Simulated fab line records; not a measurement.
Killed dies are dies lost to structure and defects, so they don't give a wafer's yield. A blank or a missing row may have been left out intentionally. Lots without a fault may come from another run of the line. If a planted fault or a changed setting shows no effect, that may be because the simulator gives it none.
A lot that was struck, set against a sound lot :: flow sfq line :: 13 steps out of a route of 325
Sound: these wafers, L952.1, L952.4, L952.5. Struck: wafer L961.1. (L961.3, L961.5 of the same lot were not struck and are left out.) The cause comes at the end.
For every step that has rows: the tool of each side, followed by ch and its chambers, followed by its first start. Under that, the readings that differ: sound wafers :: struck wafers :: difference of the means :: sigmas: that difference in standard deviations of wafers without a fault.
alike: readings whose means differ by less than 2 such deviations, and words and numbers that are the same on both sides. not compared: withheld readings, readings that some wafer has no value for, bounds like >300 that may hide the same value, and numbers for which the record gives no deviation and whose values overlap.
Wherever a step has rows on one side only, a row that says differs or no value, or a row with sigmas, the two part there. Numbers that don't overlap but have no deviation are shown without sigmas and don't part them. Lack of a reading on every wafer of one side parts them only where that side has two or more wafers.

SFQ_INCOMING_BOW_MEAS_900:
  sound on film metro-04, day 3 02:00; struck on film metro-04, day 4 23:00
  alike: INCOMING_BOW
then, 1 step without rows for these wafers: SFQ_TRILAYER_INCOMING_OXIDATION_002 (target thk 500 nm, ox time 4939 s).
SFQ_TRILAYER_L0_DEP_SPUTTER_003: material MoNx KI, target thk 40 nm, time 100 s.
  sound on pvd sputter-06, day 3 04:29; struck on pvd sputter-05, day 5 01:29
  alike: throttle valve pct
SFQ_L0_RS_MEAS_901: uses a four-point probe to measure.
  sound on film metro-01, day 3 04:34; struck on film metro-04, day 5 01:34
  alike: L0_MONX_KI_RS
SFQ_L0_THK_MEAS_902: measures by xrf.
  sound on film metro-01, day 3 04:41; struck on film metro-04, day 5 01:41
  alike: L0_MONX_KI_THK
SFQ_TRILAYER_L0_LITHO_COAT_010: resist thk 62 nm.
  sound on litho track-04 ch 0, day 3 04:44; struck on litho track-02 ch 0, day 5 01:44
reading: model.BARC_of_TRILAYER_L0_LITHO_COAT_010.thk nm (nm)
sound: 61.96 62.09 62.02
struck: 65.18
difference: +3.16
sigmas: 
  alike: resist line temp C
then, 5 steps without rows for these wafers: SFQ_TRILAYER_L0_LITHO_COAT_005 (resist thk 600 nm); SFQ_TRILAYER_L0_LITHO_SOFTBAKE_009; SFQ_TRILAYER_L0_LITHO_EXPOSE_006 (exposes mask L0, target cd 2000 nm); SFQ_TRILAYER_L0_LITHO_PEB_008 (peb time 60 s); SFQ_TRILAYER_L0_LITHO_DEVELOP_007 (time 60 s).
-- the record jumps here: 3 days lie between the struck wafers' starts before and after --
SFQ_TRILAYER_L0_BARC_OPEN_METAL_ETCH_010: etches BARC in O2, target depth 125 nm, time 41.7 s.
  sound on rie metal-01 ch 0, day 6 05:23; struck on rie metal-01 ch 1, day 8 07:43
reading: oes product au (a.u.)
sound: 0.681 0.694 0.689
struck: 0.702
difference: +0.014
sigmas: +3

reading: model.etch.depth nm (nm)
sound: 61.96 62.09 62.02
struck: 65.18
difference: +3.16
sigmas: 
  alike: drypump motor current A
  not compared: rf hours counter h
SFQ_TRILAYER_L0_ETCH_METAL_ETCH_008: etches MoNx KI in SF6/O2, stops on SiO2, target depth 50 nm, time 25 s.
  sound on rie metal-01 ch 0, day 6 05:26; struck on rie metal-01 ch 1, day 8 07:46
  alike: drypump motor current A, oes product au
  not compared: rf hours counter h

## WHERE THEY PART
Only at SFQ_TRILAYER_L0_BARC_OPEN_METAL_ETCH_010, within this record. Later steps at which nothing parts them and some readings are alike: SFQ_TRILAYER_L0_ETCH_METAL_ETCH_008.

WHY: what had been put in by the simulator
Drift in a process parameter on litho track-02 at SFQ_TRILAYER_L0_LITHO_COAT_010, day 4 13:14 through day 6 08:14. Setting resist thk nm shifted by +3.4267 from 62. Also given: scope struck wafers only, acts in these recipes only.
